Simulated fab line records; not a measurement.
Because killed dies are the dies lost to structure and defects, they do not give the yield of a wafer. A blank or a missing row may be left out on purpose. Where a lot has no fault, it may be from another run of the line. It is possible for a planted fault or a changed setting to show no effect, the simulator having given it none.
Which tool was responsible? || flow sky130 || 45 wafers from 15 lots sampled at 5 of the route's 708 steps

== WHAT EACH GAUGE READ, for each wafer ==
SKY_FIELD_ISO_THK_MEAS_25. Usual: for FIELD_ISO_CVD_24_THK the level is 594 nm and the standard deviation is 5.6.
{"lot": "L966", "measured": "day 2 06:00", "on": "filmMetro-02", "FIELD_ISO_CVD_24_THK (nm)": "593 590 588", "flag": ""}
{"lot": "L967", "measured": "day 2 12:29", "on": "filmMetro-03", "FIELD_ISO_CVD_24_THK (nm)": "584 590 589", "flag": ""}
{"lot": "L972", "measured": "day 3 16:38", "on": "filmMetro-02", "FIELD_ISO_CVD_24_THK (nm)": "607 596 601", "flag": ""}
{"lot": "L973", "measured": "day 3 19:32", "on": "filmMetro-03", "FIELD_ISO_CVD_24_THK (nm)": "594 601 595", "flag": ""}
{"lot": "L974", "measured": "day 3 22:41", "on": "filmMetro-02", "FIELD_ISO_CVD_24_THK (nm)": "597 598 600", "flag": ""}
{"lot": "L979", "measured": "day 5 02:44", "on": "filmMetro-02", "FIELD_ISO_CVD_24_THK (nm)": "602 600 601", "flag": ""}
{"lot": "L981", "measured": "day 5 13:49", "on": "filmMetro-01", "FIELD_ISO_CVD_24_THK (nm)": "600 606 601", "flag": ""}
{"lot": "L982", "measured": "day 5 20:47", "on": "filmMetro-02", "FIELD_ISO_CVD_24_THK (nm)": "596 597 595", "flag": ""}
{"lot": "L983", "measured": "day 6 03:37", "on": "filmMetro-01", "FIELD_ISO_CVD_24_THK (nm)": "593 599 584", "flag": ""}
{"lot": "L984", "measured": "day 6 03:37", "on": "filmMetro-03", "FIELD_ISO_CVD_24_THK (nm)": "593 595 593", "flag": ""}
{"lot": "L985", "measured": "day 6 13:29", "on": "filmMetro-01", "FIELD_ISO_CVD_24_THK (nm)": "594 601 592", "flag": ""}
{"lot": "L986", "measured": "day 6 22:41", "on": "filmMetro-03", "FIELD_ISO_CVD_24_THK (nm)": "598 592 600", "flag": ""}
{"lot": "L987", "measured": "day 6 22:41", "on": "filmMetro-02", "FIELD_ISO_CVD_24_THK (nm)": "601 586 593", "flag": ""}
{"lot": "L988", "measured": "day 7 08:24", "on": "filmMetro-01", "FIELD_ISO_CVD_24_THK (nm)": "587 592 596", "flag": ""}
{"lot": "L989", "measured": "day 7 09:35", "on": "filmMetro-02", "FIELD_ISO_CVD_24_THK (nm)": "593 595 592", "flag": ""}

SKY_VT_ADJUST_HVTP_OVL_MEAS_08. Usual: for VT_ADJUST_HVTP_OVL the level is -0.1 nm and the standard deviation is 1.3.
{"lot": "L966", "measured": "day 5 22:28", "on": "overlay-01", "VT_ADJUST_HVTP_OVL (nm)": "-0.5 -1.3 -0.5", "flag": ""}
{"lot": "L967", "measured": "day 6 04:59", "on": "overlay-01", "VT_ADJUST_HVTP_OVL (nm)": "1.4 0.2 -0.7", "flag": ""}
{"lot": "L972", "measured": "day 7 12:53", "on": "overlay-02", "VT_ADJUST_HVTP_OVL (nm)": "1.5 -0.9 -0.7", "flag": ""}
{"lot": "L973", "measured": "day 7 16:31", "on": "overlay-01", "VT_ADJUST_HVTP_OVL (nm)": "-1.4 -0.2 -1.2", "flag": ""}
{"lot": "L974", "measured": "day 7 20:49", "on": "overlay-02", "VT_ADJUST_HVTP_OVL (nm)": "-2.1 -1.8 -0.5", "flag": ""}
{"lot": "L979", "measured": "day 9 06:16", "on": "overlay-02", "VT_ADJUST_HVTP_OVL (nm)": "0.2 0.4 1.5", "flag": ""}
{"lot": "L981", "measured": "day 10 01:57", "on": "overlay-02", "VT_ADJUST_HVTP_OVL (nm)": "-1.7 -0.4 0.3", "flag": ""}
{"lot": "L982", "measured": "day 10 20:20", "on": "overlay-02", "VT_ADJUST_HVTP_OVL (nm)": "1.4 0.5 2.5", "flag": ""}
{"lot": "L983", "measured": "day 11 05:51", "on": "overlay-02", "VT_ADJUST_HVTP_OVL (nm)": "0.2 0.6 1.9", "flag": ""}
{"lot": "L984", "measured": "day 11 06:34", "on": "overlay-01", "VT_ADJUST_HVTP_OVL (nm)": "0.5 -0.5 0.1", "flag": ""}
{"lot": "L985", "measured": "day 11 13:50", "on": "overlay-02", "VT_ADJUST_HVTP_OVL (nm)": "3.1 2.1 -0.1", "flag": ""}
{"lot": "L986", "measured": "day 11 21:04", "on": "overlay-02", "VT_ADJUST_HVTP_OVL (nm)": "0.4 0.1 0.9", "flag": ""}
{"lot": "L987", "measured": "day 11 20:07", "on": "overlay-02", "VT_ADJUST_HVTP_OVL (nm)": "-0.2 -0.9 0.1", "flag": ""}
{"lot": "L988", "measured": "day 12 06:05", "on": "overlay-01", "VT_ADJUST_HVTP_OVL (nm)": "-0.5 -0.6 -2.7", "flag": ""}
{"lot": "L989", "measured": "day 12 05:26", "on": "overlay-02", "VT_ADJUST_HVTP_OVL (nm)": "-1.1 -0.4 0.6", "flag": ""}

SKY_VT_ADJUST_LVTN_TW_MEAS_21. Usual: for VT_ADJUST_LVTN_2_TW the level is 188.5 and the standard deviation is 2.3.
{"lot": "L966", "measured": "day 7 09:39", "on": "filmMetro-01", "VT_ADJUST_LVTN_2_TW": "188.9 188.5 188.0", "flag": ""}
{"lot": "L967", "measured": "day 7 16:58", "on": "filmMetro-01", "VT_ADJUST_LVTN_2_TW": "188.7 187.9 187.0", "flag": ""}
{"lot": "L972", "measured": "day 9 06:48", "on": "filmMetro-01", "VT_ADJUST_LVTN_2_TW": "30.3 30.2 30.2", "flag": "OFF"}
{"lot": "L973", "measured": "day 9 09:35", "on": "filmMetro-04", "VT_ADJUST_LVTN_2_TW": "29.6 29.7 29.5", "flag": "OFF"}
{"lot": "L974", "measured": "day 9 15:51", "on": "filmMetro-04", "VT_ADJUST_LVTN_2_TW": "29.6 29.7 29.8", "flag": "OFF"}
{"lot": "L979", "measured": "day 11 04:04", "on": "filmMetro-01", "VT_ADJUST_LVTN_2_TW": "189.8 188.7 189.0", "flag": ""}
{"lot": "L981", "measured": "day 12 01:36", "on": "filmMetro-01", "VT_ADJUST_LVTN_2_TW": "188.6 187.9 188.6", "flag": ""}
{"lot": "L982", "measured": "day 12 21:07", "on": "filmMetro-04", "VT_ADJUST_LVTN_2_TW": "185.4 186.2 184.9", "flag": ""}
{"lot": "L983", "measured": "day 13 07:16", "on": "filmMetro-01", "VT_ADJUST_LVTN_2_TW": "191.0 190.1 189.0", "flag": ""}
{"lot": "L984", "measured": "day 13 07:36", "on": "filmMetro-04", "VT_ADJUST_LVTN_2_TW": "184.5 183.8 184.8", "flag": ""}
{"lot": "L985", "measured": "day 13 15:51", "on": "filmMetro-04", "VT_ADJUST_LVTN_2_TW": "185.7 184.5 185.5", "flag": ""}
{"lot": "L986", "measured": "day 13 23:19", "on": "filmMetro-02", "VT_ADJUST_LVTN_2_TW": "193.0 191.7 192.9", "flag": ""}
{"lot": "L987", "measured": "day 13 21:59", "on": "filmMetro-02", "VT_ADJUST_LVTN_2_TW": "191.7 192.1 192.3", "flag": ""}
{"lot": "L988", "measured": "day 14 09:01", "on": "filmMetro-01", "VT_ADJUST_LVTN_2_TW": "189.4 189.2 190.8", "flag": ""}
{"lot": "L989", "measured": "day 14 07:23", "on": "filmMetro-04", "VT_ADJUST_LVTN_2_TW": "186.7 185.7 186.1", "flag": ""}

== WHICH TOOL RAN EACH LOT (tool, then ch and the chambers of the sampled wafers, then the start) ==
{"lot": "L966", "SKY_FIELD_ISO_ETCH_14": "rieDiel-04 ch 0,3, day 2 04:10", "SKY_VT_ADJUST_LVTN_IMPLANT_19": "implanter-02 ch 0, day 7 09:24"}
{"lot": "L967", "SKY_FIELD_ISO_ETCH_14": "rieDiel-03 ch 0,3, day 2 10:37", "SKY_VT_ADJUST_LVTN_IMPLANT_19": "implanter-03 ch 0, day 7 16:43"}
{"lot": "L972", "SKY_FIELD_ISO_ETCH_14": "rieDiel-02 ch 0,2,3, day 3 14:47", "SKY_VT_ADJUST_LVTN_IMPLANT_19": "implanter-02, day 9 06:33"}
{"lot": "L973", "SKY_FIELD_ISO_ETCH_14": "rieDiel-03 ch 0,1,3, day 3 17:07", "SKY_VT_ADJUST_LVTN_IMPLANT_19": "implanter-04, day 9 09:22"}
{"lot": "L974", "SKY_FIELD_ISO_ETCH_14": "rieDiel-03 ch 0,1,2, day 3 20:50", "SKY_VT_ADJUST_LVTN_IMPLANT_19": "implanter-03, day 9 15:36"}
{"lot": "L979", "SKY_FIELD_ISO_ETCH_14": "rieDiel-02 ch 0,1,2, day 5 00:17", "SKY_VT_ADJUST_LVTN_IMPLANT_19": "implanter-03 ch 0, day 11 03:49"}
{"lot": "L981", "SKY_FIELD_ISO_ETCH_14": "rieDiel-03 ch 1,3, day 5 11:19", "SKY_VT_ADJUST_LVTN_IMPLANT_19": "implanter-03 ch 0, day 12 01:21"}
{"lot": "L982", "SKY_FIELD_ISO_ETCH_14": "rieDiel-02 ch 0,1, day 5 15:26", "SKY_VT_ADJUST_LVTN_IMPLANT_19": "implanter-03 ch 0, day 12 20:52"}
{"lot": "L983", "SKY_FIELD_ISO_ETCH_14": "rieDiel-02 ch 1,3, day 5 21:47", "SKY_VT_ADJUST_LVTN_IMPLANT_19": "implanter-02 ch 0, day 13 07:01"}
{"lot": "L984", "SKY_FIELD_ISO_ETCH_14": "rieDiel-03 ch 0,1, day 6 01:07", "SKY_VT_ADJUST_LVTN_IMPLANT_19": "implanter-04 ch 0, day 13 07:21"}
{"lot": "L985", "SKY_FIELD_ISO_ETCH_14": "rieDiel-03 ch 0,1,3, day 6 06:47", "SKY_VT_ADJUST_LVTN_IMPLANT_19": "implanter-02 ch 0, day 13 15:36"}
{"lot": "L986", "SKY_FIELD_ISO_ETCH_14": "rieDiel-04 ch 0,1,2, day 6 14:08", "SKY_VT_ADJUST_LVTN_IMPLANT_19": "implanter-04 ch 0, day 13 23:05"}
{"lot": "L987", "SKY_FIELD_ISO_ETCH_14": "rieDiel-04 ch 0,1,2, day 6 20:19", "SKY_VT_ADJUST_LVTN_IMPLANT_19": "implanter-04 ch 0, day 13 21:46"}
{"lot": "L988", "SKY_FIELD_ISO_ETCH_14": "rieDiel-04 ch 0,2,3, day 7 06:22", "SKY_VT_ADJUST_LVTN_IMPLANT_19": "implanter-02 ch 0, day 14 08:46"}
{"lot": "L989", "SKY_FIELD_ISO_ETCH_14": "rieDiel-03 ch 0,2,3, day 7 06:29", "SKY_VT_ADJUST_LVTN_IMPLANT_19": "implanter-04 ch 0, day 14 07:08"}
- SKY_FIELD_ISO_ETCH_14: etches BARC in N2/H2, stops on SiO2, time 45.9 s, target depth 60 nm.
- SKY_VT_ADJUST_LVTN_IMPLANT_19

== WHAT THE TOOLS THEMSELVES READ (means of the sampled wafers that have a number; where no wafer has one, the mark that the record gives instead) ==
SKY_FIELD_ISO_ETCH_14. Usual: chamberPressureMTorr 29.999 mTorr, standard deviation 0.028; drypumpMotorCurrentA 5.75 A, standard deviation 0.24; oesProductAu 0.859 a.u., standard deviation 0.0045; throttleValvePct 13.225 %, standard deviation 0.0096.
{"lot": "L966", "tool": "rieDiel-04", "chamberPressureMTorr (mTorr)": 30.004, "drypumpMotorCurrentA (A)": 5.94, "oesProductAu (a.u.)": 0.857, "throttleValvePct (%)": 13.228, "flag": ""}
{"lot": "L967", "tool": "rieDiel-03", "chamberPressureMTorr (mTorr)": 29.998, "drypumpMotorCurrentA (A)": 5.72, "oesProductAu (a.u.)": 0.857, "throttleValvePct (%)": 13.221, "flag": ""}
{"lot": "L972", "tool": "rieDiel-02", "chamberPressureMTorr (mTorr)": 30.003, "drypumpMotorCurrentA (A)": 5.89, "oesProductAu (a.u.)": 0.854, "throttleValvePct (%)": 13.226, "flag": ""}
{"lot": "L973", "tool": "rieDiel-03", "chamberPressureMTorr (mTorr)": 30.007, "drypumpMotorCurrentA (A)": 5.79, "oesProductAu (a.u.)": 0.857, "throttleValvePct (%)": 13.230, "flag": ""}
{"lot": "L974", "tool": "rieDiel-03", "chamberPressureMTorr (mTorr)": 29.998, "drypumpMotorCurrentA (A)": 5.64, "oesProductAu (a.u.)": 0.856, "throttleValvePct (%)": 13.230, "flag": ""}
{"lot": "L979", "tool": "rieDiel-02", "chamberPressureMTorr (mTorr)": 30.002, "drypumpMotorCurrentA (A)": 5.67, "oesProductAu (a.u.)": 0.856, "throttleValvePct (%)": 13.220, "flag": ""}
{"lot": "L981", "tool": "rieDiel-03", "chamberPressureMTorr (mTorr)": 30.004, "drypumpMotorCurrentA (A)": 5.90, "oesProductAu (a.u.)": 0.854, "throttleValvePct (%)": 13.237, "flag": ""}
{"lot": "L982", "tool": "rieDiel-02", "chamberPressureMTorr (mTorr)": 30.007, "drypumpMotorCurrentA (A)": 5.70, "oesProductAu (a.u.)": 0.859, "throttleValvePct (%)": 13.225, "flag": ""}
{"lot": "L983", "tool": "rieDiel-02", "chamberPressureMTorr (mTorr)": 29.992, "drypumpMotorCurrentA (A)": 6.29, "oesProductAu (a.u.)": 0.858, "throttleValvePct (%)": 13.226, "flag": ""}
{"lot": "L984", "tool": "rieDiel-03", "chamberPressureMTorr (mTorr)": 30.001, "drypumpMotorCurrentA (A)": 5.70, "oesProductAu (a.u.)": 0.861, "throttleValvePct (%)": 13.225, "flag": ""}
{"lot": "L985", "tool": "rieDiel-03", "chamberPressureMTorr (mTorr)": 29.977, "drypumpMotorCurrentA (A)": 5.80, "oesProductAu (a.u.)": 0.859, "throttleValvePct (%)": 13.227, "flag": ""}
{"lot": "L986", "tool": "rieDiel-04", "chamberPressureMTorr (mTorr)": 30.004, "drypumpMotorCurrentA (A)": 5.68, "oesProductAu (a.u.)": 0.856, "throttleValvePct (%)": 13.219, "flag": ""}
{"lot": "L987", "tool": "rieDiel-04", "chamberPressureMTorr (mTorr)": 29.970, "drypumpMotorCurrentA (A)": 5.69, "oesProductAu (a.u.)": 0.862, "throttleValvePct (%)": 13.220, "flag": ""}
{"lot": "L988", "tool": "rieDiel-04", "chamberPressureMTorr (mTorr)": 29.979, "drypumpMotorCurrentA (A)": 5.81, "oesProductAu (a.u.)": 0.856, "throttleValvePct (%)": 13.226, "flag": ""}
{"lot": "L989", "tool": "rieDiel-03", "chamberPressureMTorr (mTorr)": 29.995, "drypumpMotorCurrentA (A)": 5.64, "oesProductAu (a.u.)": 0.860, "throttleValvePct (%)": 13.229, "flag": ""}

SKY_VT_ADJUST_LVTN_IMPLANT_19. Usual: beamEnergyKeV 30.000, standard deviation 0.0082; beamOnS 9.95 s, standard deviation 0.21.
{"lot": "L966", "tool": "implanter-02", "beamEnergyKeV": 30.002, "beamOnS (s)": 9.97, "flag": ""}
{"lot": "L967", "tool": "implanter-03", "beamEnergyKeV": 29.997, "beamOnS (s)": 9.68, "flag": ""}
{"lot": "L972", "tool": "implanter-02", "beamEnergyKeV": "-", "beamOnS (s)": "-", "flag": "OFF"}
{"lot": "L973", "tool": "implanter-04", "beamEnergyKeV": "-", "beamOnS (s)": "-", "flag": "OFF"}
{"lot": "L974", "tool": "implanter-03", "beamEnergyKeV": "-", "beamOnS (s)": "-", "flag": "OFF"}
{"lot": "L979", "tool": "implanter-03", "beamEnergyKeV": 29.998, "beamOnS (s)": 10.00, "flag": ""}
{"lot": "L981", "tool": "implanter-03", "beamEnergyKeV": 29.999, "beamOnS (s)": 9.75, "flag": ""}
{"lot": "L982", "tool": "implanter-03", "beamEnergyKeV": 29.991, "beamOnS (s)": 9.99, "flag": ""}
{"lot": "L983", "tool": "implanter-02", "beamEnergyKeV": 29.998, "beamOnS (s)": 10.02, "flag": ""}
{"lot": "L984", "tool": "implanter-04", "beamEnergyKeV": 29.991, "beamOnS (s)": 9.83, "flag": ""}
{"lot": "L985", "tool": "implanter-02", "beamEnergyKeV": 30.010, "beamOnS (s)": 9.97, "flag": ""}
{"lot": "L986", "tool": "implanter-04", "beamEnergyKeV": 29.996, "beamOnS (s)": 10.02, "flag": ""}
{"lot": "L987", "tool": "implanter-04", "beamEnergyKeV": 30.007, "beamOnS (s)": 10.07, "flag": ""}
{"lot": "L988", "tool": "implanter-02", "beamEnergyKeV": 29.992, "beamOnS (s)": 9.94, "flag": ""}
{"lot": "L989", "tool": "implanter-04", "beamEnergyKeV": 29.994, "beamOnS (s)": 9.98, "flag": ""}

== THE ANSWER, worked out from the rows above alone ==
Rule: a lot counts as off when the mean over its wafers that have a number is more than 3 standard deviations away from the usual mean. A lot without any number at a reading at which 4 lots or more have one is off too. All remaining lots with rows at the step are treated as sound. The gauges are gone through in route order, then the tools' own readings, and for those a lot's mean is taken as printed above. At the first step where some lot is off, the reading lying furthest off is the one used; lots without a number count as furthest.
Off: L972, L973, L974, at SKY_VT_ADJUST_LVTN_TW_MEAS_21 (VT_ADJUST_LVTN_2_TW).
If a tool, at a process step before that reading, ran all the lots that are off and no sound lot after the first of them, it fits. The gauges at SKY_VT_ADJUST_LVTN_TW_MEAS_21 aren't tried: what is off there is off at SKY_VT_ADJUST_LVTN_IMPLANT_19 too, on other tools, and a gauge's error can't cause that. Not one of the candidates tried fits.

== WHAT THE SIMULATOR HAD INSERTED ==
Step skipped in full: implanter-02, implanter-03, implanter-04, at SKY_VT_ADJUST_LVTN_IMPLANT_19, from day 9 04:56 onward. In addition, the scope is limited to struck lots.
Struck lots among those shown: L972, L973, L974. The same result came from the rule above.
